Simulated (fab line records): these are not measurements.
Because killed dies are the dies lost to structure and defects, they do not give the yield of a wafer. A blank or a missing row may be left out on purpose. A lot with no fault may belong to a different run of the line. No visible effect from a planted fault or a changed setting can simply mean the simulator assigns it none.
Chamber matching :: flow gf180mcu :: rieDiel-03 running GF_V2_ETCH_16: 4 sister chambers
The step etches BARC in N2/H2. 20 wafers are shown with their chamber, then 10 later ones without.

WAFERS, EACH WITH ITS CHAMBER
wafer: L074.1
chamber: 2
drypumpMotorCurrentA (A): 5.8
throttleValvePct (%): 13.218
oesProductAu (a.u.): 0.854

wafer: L074.2
chamber: 3
drypumpMotorCurrentA (A): 5.2
throttleValvePct (%): 13.217
oesProductAu (a.u.): 0.850

wafer: L074.6
chamber: 2
drypumpMotorCurrentA (A): 5.8
throttleValvePct (%): 13.226
oesProductAu (a.u.): 0.850

wafer: L075.2
chamber: 3
drypumpMotorCurrentA (A): 5.2
throttleValvePct (%): 13.225
oesProductAu (a.u.): 0.852

wafer: L075.4
chamber: 2
drypumpMotorCurrentA (A): 5.8
throttleValvePct (%): 13.219
oesProductAu (a.u.): 0.863

wafer: L075.5
chamber: 1
drypumpMotorCurrentA (A): 6.1
throttleValvePct (%): 13.229
oesProductAu (a.u.): 0.849

wafer: L076.4
chamber: 2
drypumpMotorCurrentA (A): 5.9
throttleValvePct (%): 13.234
oesProductAu (a.u.): 0.851

wafer: L076.5
chamber: 3
drypumpMotorCurrentA (A): 5.2
throttleValvePct (%): 13.227
oesProductAu (a.u.): 0.854

wafer: L076.6
chamber: 2
drypumpMotorCurrentA (A): 5.9
throttleValvePct (%): 13.228
oesProductAu (a.u.): 0.854

wafer: L078.1
chamber: 2
drypumpMotorCurrentA (A): 5.9
throttleValvePct (%): 13.238
oesProductAu (a.u.): 0.858

wafer: L078.2
chamber: 0
drypumpMotorCurrentA (A): 5.9
throttleValvePct (%): 13.221
oesProductAu (a.u.): 0.852

wafer: L078.6
chamber: 3
drypumpMotorCurrentA (A): 5.2
throttleValvePct (%): 13.225
oesProductAu (a.u.): 0.853

wafer: L080.1
chamber: 2
drypumpMotorCurrentA (A): 5.9
throttleValvePct (%): 13.235
oesProductAu (a.u.): 0.859

wafer: L080.3
chamber: 0
drypumpMotorCurrentA (A): 5.9
throttleValvePct (%): 13.219
oesProductAu (a.u.): 0.857

wafer: L080.4
chamber: 0
drypumpMotorCurrentA (A): 5.9
throttleValvePct (%): 13.224
oesProductAu (a.u.): 0.852

wafer: L082.1
chamber: 0
drypumpMotorCurrentA (A): 5.9
throttleValvePct (%): 13.226
oesProductAu (a.u.): 0.853

wafer: L082.5
chamber: 1
drypumpMotorCurrentA (A): 6.1
throttleValvePct (%): 13.208
oesProductAu (a.u.): 0.856

wafer: L082.6
chamber: 0
drypumpMotorCurrentA (A): 5.9
throttleValvePct (%): 13.215
oesProductAu (a.u.): 0.853

wafer: L083.2
chamber: 3
drypumpMotorCurrentA (A): 5.2
throttleValvePct (%): 13.226
oesProductAu (a.u.): 0.851

wafer: L083.4
chamber: 2
drypumpMotorCurrentA (A): 5.8
throttleValvePct (%): 13.213
oesProductAu (a.u.): 0.847

SIGNATURES (means of the wafers above)
reading: drypumpMotorCurrentA
chamber 0: 5.900
chamber 1: 6.100
chamber 2: 5.850
chamber 3: 5.200
scatter within a chamber: 0.0354

reading: throttleValvePct
chamber 0: 13.22100
chamber 1: 13.21850
chamber 2: 13.22637
chamber 3: 13.22400
scatter within a chamber: 0.00763

reading: oesProductAu
chamber 0: 0.85340
chamber 1: 0.85250
chamber 2: 0.85450
chamber 3: 0.85200
scatter within a chamber: 0.00392
Rule: distance of a wafer from a chamber = root of the sum over the readings of ((wafer's reading minus chamber's mean) / reading's scatter) squared. The wafer belongs to the nearest chamber; if the next one is less than 2 further off, it can't be placed. The scatter is the square root of a quotient: the sum, over the shown wafers, of each reading's squared deviation from its chamber's mean, divided by wafers minus chambers.

WAFERS MISSING THEIR CHAMBER
wafer: L083.5
drypumpMotorCurrentA (A): 5.2
throttleValvePct (%): 13.235
oesProductAu (a.u.): 0.857

wafer: L090.1
drypumpMotorCurrentA (A): 5.9
throttleValvePct (%): 13.212
oesProductAu (a.u.): 0.849

wafer: L090.2
drypumpMotorCurrentA (A): 5.9
throttleValvePct (%): 13.222
oesProductAu (a.u.): 0.845

wafer: L090.3
drypumpMotorCurrentA (A): 5.2
throttleValvePct (%): 13.226
oesProductAu (a.u.): 0.852

wafer: L091.4
drypumpMotorCurrentA (A): 5.8
throttleValvePct (%): 13.229
oesProductAu (a.u.): 0.849

wafer: L091.5
drypumpMotorCurrentA (A): 5.8
throttleValvePct (%): 13.223
oesProductAu (a.u.): 0.859

wafer: L091.6
drypumpMotorCurrentA (A): 5.2
throttleValvePct (%): 13.226
oesProductAu (a.u.): 0.857

wafer: L093.1
drypumpMotorCurrentA (A): 5.2
throttleValvePct (%): 13.214
oesProductAu (a.u.): 0.854

wafer: L093.3
drypumpMotorCurrentA (A): 5.8
throttleValvePct (%): 13.219
oesProductAu (a.u.): 0.858

wafer: L093.5
drypumpMotorCurrentA (A): 5.9
throttleValvePct (%): 13.212
oesProductAu (a.u.): 0.845

THE CHAMBER EACH PASSED THROUGH
wafer: L083.5
from the rows above: 3
in truth: 3

wafer: L090.1
from the rows above: can't be placed: 0 or 2
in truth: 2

wafer: L090.2
from the rows above: can't be placed: 0 or 2
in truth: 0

wafer: L090.3
from the rows above: 3
in truth: 3

wafer: L091.4
from the rows above: can't be placed: 2 or 0
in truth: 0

wafer: L091.5
from the rows above: can't be placed: 2 or 0
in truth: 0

wafer: L091.6
from the rows above: 3
in truth: 3

wafer: L093.1
from the rows above: 3
in truth: 3

wafer: L093.3
from the rows above: can't be placed: 2 or 0
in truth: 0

wafer: L093.5
from the rows above: can't be placed: 0 or 2
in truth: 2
Correctly placed: 4 of 10. Cannot be placed on the basis of these rows: 6; the candidates contain the true chamber in 6. Placed wrongly: 0.
